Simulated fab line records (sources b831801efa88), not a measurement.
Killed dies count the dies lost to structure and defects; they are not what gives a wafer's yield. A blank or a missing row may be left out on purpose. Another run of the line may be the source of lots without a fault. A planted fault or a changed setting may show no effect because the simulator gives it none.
Struck lot and sound lot, side by side | flow sky130 | 28 steps out of a route of 708
Sound: wafers L817.2, L817.4, L817.6. Struck: wafer L830.3. (L830.2, L830.6 of the same lot were not struck and are left out.) The cause comes at the end.
Each step with rows lists, per side, the tool, then ch with its chambers, then its first start. Under that, the readings that differ: sound wafers | struck wafers | difference of the means | sigmas: that difference in standard deviations of wafers without a fault.
alike: a reading whose means differ by less than 2 such deviations, as well as words and numbers matching on both sides. not compared: withheld readings; readings where some wafer has no value; bounds like >300 that might hide an equal value; numbers whose values overlap and for which the record gives no deviation.
A row with sigmas, a row that says differs or no value, or rows on one side alone: a step with any of these is where the two part. Numbers that don't overlap but have no deviation are shown without sigmas and don't part them. A reading that every wafer of one side lacks parts them only if that side has two wafers or more.

first, 10 steps without rows for these wafers: SKY_CONTACT_ETCH_18 (etches Si3N4 in CHF3/O2, stops on TiN, time 39 s, target depth 75 nm); SKY_CONTACT_STRIP_19 (strips in O2/N2); SKY_CONTACT_STRIP_20 (strips in post etch residue remover, time 1200 s); SKY_CONTACT_CLEAN_21 (cleans in IPA, time 180 s); SKY_CONTACT_CLEAN_22 (cleans in O3/DIW); SKY_CONTACT_SPUTTER_23 (material TiN, target thk 20 nm, time 80 s); SKY_CONTACT_CVD_24 (deposits W, target thk 340 nm, time 102.12 s); SKY_CONTACT_CMP_27 (polishes, stops on SiO2, t overpolish 15 s, target thk 0 nm); SKY_METAL1_SPUTTER_00 (material Ti, target thk 15 nm, time 10 s); SKY_METAL1_SPUTTER_01 (material TiN, target thk 20 nm, time 16.7 s).
SKY_METAL1_SPUTTER_02: material AlCu, target thk 250 nm, time 13.3 s.
  sound: pvd-sputter-02 at day 34 03:18; struck: pvd-sputter-02 at day 37 03:57
  reading                                     | sound           | struck | difference | sigmas
  model.AlCu_of_METAL1_SPUTTER_02.thk-nm (nm) | 252.3 253.1 253 | 188.1  | -64.7      |
  alike: cathode-dc-power-W, throttle-valve-pct
then, 2 steps without rows for these wafers: SKY_METAL1_SPUTTER_03 (material Ti, target thk 5 nm, time 3.3 s); SKY_METAL1_SPUTTER_04 (material TiN, target thk 70 nm, time 58.3 s).
SKY_METAL1_RS_MEAS_05: the measuring method here is four-point-probe.
  sound: film-metro-01 at day 34 03:25; struck: film-metro-02 at day 37 04:04
  reading                 | sound                | struck | difference | sigmas
  METAL1_ALCU_RS (ohm/sq) | 0.1256 0.1254 0.1253 | 0.1700 | +0.0446    | +30
SKY_METAL1_THK_MEAS_06: measures by xrf.
  sound: film-metro-01 at day 34 03:31; struck: film-metro-02 at day 37 04:10
  reading              | sound       | struck | difference | sigmas
  METAL1_ALCU_THK (nm) | 249 251 252 | 186    | -65        | -20
then, 10 steps without rows for these wafers: SKY_METAL1_DEHYDRATE_07 (time 60 s); SKY_METAL1_HMDS_08 (prime time 60 s); SKY_METAL1_COAT_09 (resist thk 60 nm); SKY_METAL1_COAT_10 (resist thk 450 nm); SKY_METAL1_SOFTBAKE_11 (time 90 s); SKY_METAL1_EXPOSE_12 (exposes mask MM1, target cd 140 nm); SKY_METAL1_PEB_13; SKY_METAL1_DEVELOP_14 (develop time 60 s); SKY_METAL1_DESCUM_17 (chemistry O2, time 8 s); SKY_METAL1_ETCH_18 (etches BARC in N2/H2, stops on SiO2, time 45.9 s, target depth 60 nm).
SKY_METAL1_METAL_ETCH_19: etches the open film in Cl2/BCl3, stops on SiO2, target depth 360 nm, time 78 s.
  sound on rie-metal-02 ch 1, day 35 06:59; struck on rie-metal-02 ch 0, day 38 06:29
  reading                     | sound             | struck | difference | sigmas
  drypump-motor-current-A (A) | 5.5 5.5 5.5       | 6.6    | +1.1       | +2
  oes-product-au (a.u.)       | 0.854 0.847 0.862 | 0.799  | -0.055     | -10
  alike: rf-fwd-power-W, throttle-valve-pct
  not compared: rf-hours-counter-h
then, 1 step without rows for these wafers: SKY_METAL1_STRIP_20 (strips in O2/N2).
-- the record jumps here: 11 days lie between the struck wafers' starts before and after (it left off in module METAL1 and takes up again in module PAD_OPEN, whose first step shown is number 708 of the route) --
SKY_PAD_OPEN_PROBE_99:
  sound: prober-02 at day 47 17:32; struck: prober-01 at day 49 17:48
  reading                      | sound                | struck | difference | sigmas
  killed-at-front-end          | 17 21 16             | 9      | -9         | -2
  sort_bin_6_memory (%)        | 6.3 6.9 8.3          | 4.7    | -2.5       | -2
  model.etest.met1.line-ohm-um | 0.8673 0.8932 0.886  | 1.209  | +0.327     |
  model.etest.met1.rs-ohm-sq   | 0.1272 0.1259 0.1278 | 0.1733 | +0.0463    |
  alike: defect-limited-yield, killed_at_M0_to_M3, killed_at_M4_up, killed-at-contacts, killed-at-other, killed-dies, killed-open, killed-short, sort_bin_3_pad_short, sort_bin_5_function, sort-n-pass, sort-yield-pct

WHERE THEY PART
First at SKY_METAL1_RS_MEAS_05; last, within this record, at SKY_PAD_OPEN_PROBE_99.

WHY: whatever the simulator had introduced
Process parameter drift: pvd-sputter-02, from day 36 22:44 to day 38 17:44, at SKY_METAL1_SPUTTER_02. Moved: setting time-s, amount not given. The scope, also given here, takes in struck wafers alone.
